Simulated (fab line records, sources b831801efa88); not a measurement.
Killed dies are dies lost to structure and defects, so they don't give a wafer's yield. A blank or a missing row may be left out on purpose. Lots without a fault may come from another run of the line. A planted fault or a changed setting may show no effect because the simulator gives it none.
Tool commonality check | flow sky130 | 14 lots, 42 wafers sampled

WHY IT WAS OPENED
At SKY_NWELL_TW_MEAS_26 the reading NWELL_2_TW is flagged on 2 of 14 lots. Wafers without a fault read 507.0, standard deviation 2.5.
Rule: a lot is flagged when every wafer of it that has a number lies more than 4 standard deviations from that mean, or none has a number. The other lots count as sound.

lot  | measured     | on            | NWELL_2_TW, wafer by wafer | flag
L642 | day 5 06:40  | film_metro-02 | 508.0 507.7 505.4          |
L643 | day 5 18:49  | film_metro-02 | 506.5 508.4 508.5          |
L644 | day 5 21:11  | film_metro-03 | 504.2 505.8 504.7          |
L645 | day 6 00:20  | film_metro-02 | 509.1 508.3 508.6          |
L646 | day 6 08:31  | film_metro-03 | 500.1 501.3 503.6          |
L647 | day 6 17:52  | film_metro-02 | 506.7 508.1 507.7          |
L648 | day 6 22:46  | film_metro-03 | 504.2 502.4 503.8          |
L649 | day 7 06:48  | film_metro-01 | 503.9 505.3 505.6          |
L650 | day 7 10:43  | film_metro-03 | 506.9 506.1 510.9          |
L652 | day 7 23:01  | film_metro-03 | 30.6 30.7 30.6             | FLAGGED
L656 | day 8 22:43  | film_metro-01 | 30.4 30.5 30.7             | FLAGGED
L660 | day 9 18:58  | film_metro-03 | 505.1 504.3 506.9          |
L664 | day 10 19:13 | film_metro-03 | 509.1 508.5 502.8          |
L665 | day 11 05:18 | film_metro-02 | 506.4 505.3 508.2          |
The numbers of the flagged lots are 30.6 on average: -476.4 against the usual, or -99 or more standard deviations.

WHICH TOOL RAN EACH LOT
The record holds 2 process steps before the reading, out of a route of 708 steps. In each cell: the tool, then ch and the chambers that the sampled wafers went through, then the start.
lot  | flag    | SKY_FIELD_ISO_ETCH_14             | SKY_NWELL_DEVELOP_22
L642 |         | rie_diel-01 ch 0,1, day 2 08:18   | litho_track-04 ch 0, day 5 06:00
L643 |         | rie_diel-01 ch 1,2,3, day 2 16:59 | litho_track-03 ch 0, day 5 18:00
L644 |         | rie_diel-04 ch 2,3, day 2 17:29   | litho_track-04 ch 0, day 5 20:00
L645 |         | rie_diel-04 ch 0,3, day 2 21:32   | litho_track-02 ch 0, day 5 23:00
L646 |         | rie_diel-03 ch 1,2, day 3 05:54   | litho_track-04 ch 0, day 6 08:00
L647 |         | rie_diel-03 ch 1,2,3, day 3 11:20 | litho_track-04 ch 0, day 6 17:00
L648 |         | rie_diel-01 ch 2,3, day 3 15:00   | litho_track-02 ch 0, day 6 22:00
L649 |         | rie_diel-04 ch 2,3, day 3 23:08   | litho_track-02 ch 0, day 7 06:00
L650 |         | rie_diel-01 ch 0,1, day 4 01:50   | litho_track-03 ch 0, day 7 10:00
L652 | FLAGGED | rie_diel-03 ch 1,2, day 4 09:05   | litho_track-04 ch 0, day 7 22:00
L656 | FLAGGED | rie_diel-01 ch 1,2,3, day 5 08:17 | litho_track-04 ch 0, day 8 22:00
L660 |         | rie_diel-04 ch 2,3, day 6 01:45   | litho_track-03 ch 0, day 9 18:00
L664 |         | rie_diel-03 ch 1,2, day 7 02:12   | litho_track-03 ch 0, day 10 18:00
L665 |         | rie_diel-01 ch 0,1,2, day 7 06:17 | litho_track-02 ch 0, day 11 04:00
What these steps do:
- SKY_FIELD_ISO_ETCH_14: etches BARC in N2/H2, stops on SiO2, time 45.9 s, target depth 60 nm.
- SKY_NWELL_DEVELOP_22: develop time 60 s.
- SKY_NWELL_TW_MEAS_26

FLAGGED OVER TOTAL, TOOL BY TOOL (the gauges that took the reading come last)
step                  | tool           | lots run | flagged | share of the flagged lots | sound lots run after its first flagged lot
SKY_FIELD_ISO_ETCH_14 | rie_diel-01    | 6        | 1       | some                      | 1 (L665)
SKY_FIELD_ISO_ETCH_14 | rie_diel-03    | 4        | 1       | some                      | 1 (L664)
SKY_FIELD_ISO_ETCH_14 | rie_diel-04    | 4        | 0       | none                      | -
SKY_NWELL_DEVELOP_22  | litho_track-02 | 4        | 0       | none                      | -
SKY_NWELL_DEVELOP_22  | litho_track-03 | 4        | 0       | none                      | -
SKY_NWELL_DEVELOP_22  | litho_track-04 | 6        | 2       | all                       | 0
SKY_NWELL_TW_MEAS_26  | film_metro-01  | 2        | 1       | some                      | 0
SKY_NWELL_TW_MEAS_26  | film_metro-02  | 5        | 0       | none                      | -
SKY_NWELL_TW_MEAS_26  | film_metro-03  | 7        | 1       | some                      | 2 (L660,L664)

WHAT THE TABLE ALLOWS
1 row of the table ran every flagged lot: litho_track-04 at SKY_NWELL_DEVELOP_22.
- litho_track-04 at SKY_NWELL_DEVELOP_22: 2 of its 6 lots flagged. Its last sound lot is L647 (day 6 17:00), its first flagged lot L652 (day 7 22:00): a fault that began between those two fits.
One tool is left: litho_track-04 at SKY_NWELL_DEVELOP_22.

WHAT THE SIMULATOR HAD PUT IN
Process parameter drift: litho_track-04, from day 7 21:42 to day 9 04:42, at SKY_NWELL_DEVELOP_22. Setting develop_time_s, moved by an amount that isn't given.
Lots struck among those shown: L652, L656. The rule above found the same.
